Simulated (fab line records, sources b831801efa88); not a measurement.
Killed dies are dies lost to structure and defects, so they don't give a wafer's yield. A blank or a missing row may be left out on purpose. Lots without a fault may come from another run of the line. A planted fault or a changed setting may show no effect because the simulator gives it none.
Split-lot experiment | flow sky130 | 5 lots, 23 wafers read, on a route of 708 steps

THE SPLIT
At SKY_METAL1_COAT_09 (resist thk 60 nm), the setting resist_thk_nm was moved away from the recipe's 60 nm on 9 of the 23 wafers read, by -5.5% to -3.6%. The other wafers ran this setting at the recipe's value.

The file shows no step between the split and the reading.

THE READING
oes_product_au, in a.u., at SKY_METAL1_ETCH_18 (etches BARC in N2/H2, stops on SiO2, time 45.9 s, target depth 60 nm). Fault-free wafers of this fab line usually give 0.855 a.u., standard deviation 0.004 a.u..

wafer  | tool, chamber at the split | resist_thk_nm as run, nm | against the recipe | oes_product_au, a.u. | against lot-mates on the recipe
L074.2 | litho_track-03, 0          | 60                       | recipe             | 0.856                | -
L074.3 | litho_track-03, 0          | 60                       | recipe             | 0.859                | -
L074.4 | litho_track-03, 0          | 60                       | recipe             | 0.847                | -
L075.1 | litho_track-02, 0          | 57.81                    | -3.6%              | 0.838                | -0.013
L075.2 | litho_track-02, 0          | 57.81                    | -3.6%              | 0.839                | -0.012
L075.3 | litho_track-02, 0          | 60                       | recipe             | 0.854                | -
L075.5 | litho_track-02, 0          | 60                       | recipe             | 0.848                | -
L075.6 | litho_track-02, 0          | 57.81                    | -3.6%              | 0.834                | -0.017
L080.1 | litho_track-04, 0          | 60                       | recipe             | 0.849                | -
L080.2 | litho_track-04, 0          | 60                       | recipe             | 0.854                | -
L080.3 | litho_track-04, 0          | 60                       | recipe             | 0.857                | -
L080.4 | litho_track-04, 0          | 60                       | recipe             | 0.857                | -
L080.5 | litho_track-04, 0          | 60                       | recipe             | 0.855                | -
L083.1 | litho_track-02, 0          | 56.7                     | -5.5%              | 0.823                | -0.036
L083.2 | litho_track-02, 0          | 56.7                     | -5.5%              | 0.825                | -0.034
L083.3 | litho_track-02, 0          | 60                       | recipe             | 0.856                | -
L083.5 | litho_track-02, 0          | 60                       | recipe             | 0.861                | -
L083.6 | litho_track-02, 0          | 56.7                     | -5.5%              | 0.827                | -0.032
L085.1 | litho_track-03, 0          | 56.98                    | -5.0%              | 0.834                | -0.023
L085.2 | litho_track-03, 0          | 56.98                    | -5.0%              | 0.833                | -0.024
L085.3 | litho_track-03, 0          | 60                       | recipe             | 0.861                | -
L085.4 | litho_track-03, 0          | 56.98                    | -5.0%              | 0.833                | -0.024
L085.6 | litho_track-03, 0          | 60                       | recipe             | 0.853                | -

THE FIT
A straight line over all 23 wafers: oes_product_au changes by +0.0049 a.u. for each +1% of resist_thk_nm; r = +0.95; the points scatter about the line by 0.004 a.u..
The same after taking each lot's own level away (the mean of its wafers on the recipe; 23 wafers): +0.00522 a.u. for each +1%; r = +0.95; scatter 0.0042 a.u..
On that fit, the largest move of resist_thk_nm shifts the reading by 0.029 a.u..
The lots' own levels span 0.8510 to 0.8585 a.u., that is 1.9 times the standard deviation above.
So the lot-to-lot level changes the slope little: the two slopes agree.
Check: with one of the wafers moved furthest among these (-5.5%) left out of the fit, the line predicts -0.0271 a.u. for it against its lot-mates. It came out at -0.0355 a.u. against them.

OTHER SPLITS ON THESE WAFERS
These wafers also went through other splits before the reading. Each is held against what the fit with the lots' levels taken away leaves over:
other split on the same wafers               | wafers away from the commonest value | r with oes_product_au (lot level and that fit taken away)
SKY_SD_N_IMPLANT_09 energy_kev               | 8                                    | -0.33
SKY_LI_CONTACT_CMP_02 leave_above_ref_nm     | 12                                   | -0.25
SKY_LI_CONTACT_ETCH_15 bias_w                | 5                                    | +0.02
SKY_LOCAL_INTERCONNECT_COAT_06 resist_thk_nm | 6                                    | +0.21
SKY_LOCAL_INTERCONNECT_ETCH_13 time_s        | 8                                    | -0.16
SKY_METAL1_SPUTTER_00 time_s                 | 6                                    | +0.06

THE FILE'S OWN FIT
oes_product_au changes by +0.00518 a.u. for each +1% of resist_thk_nm, r = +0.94.
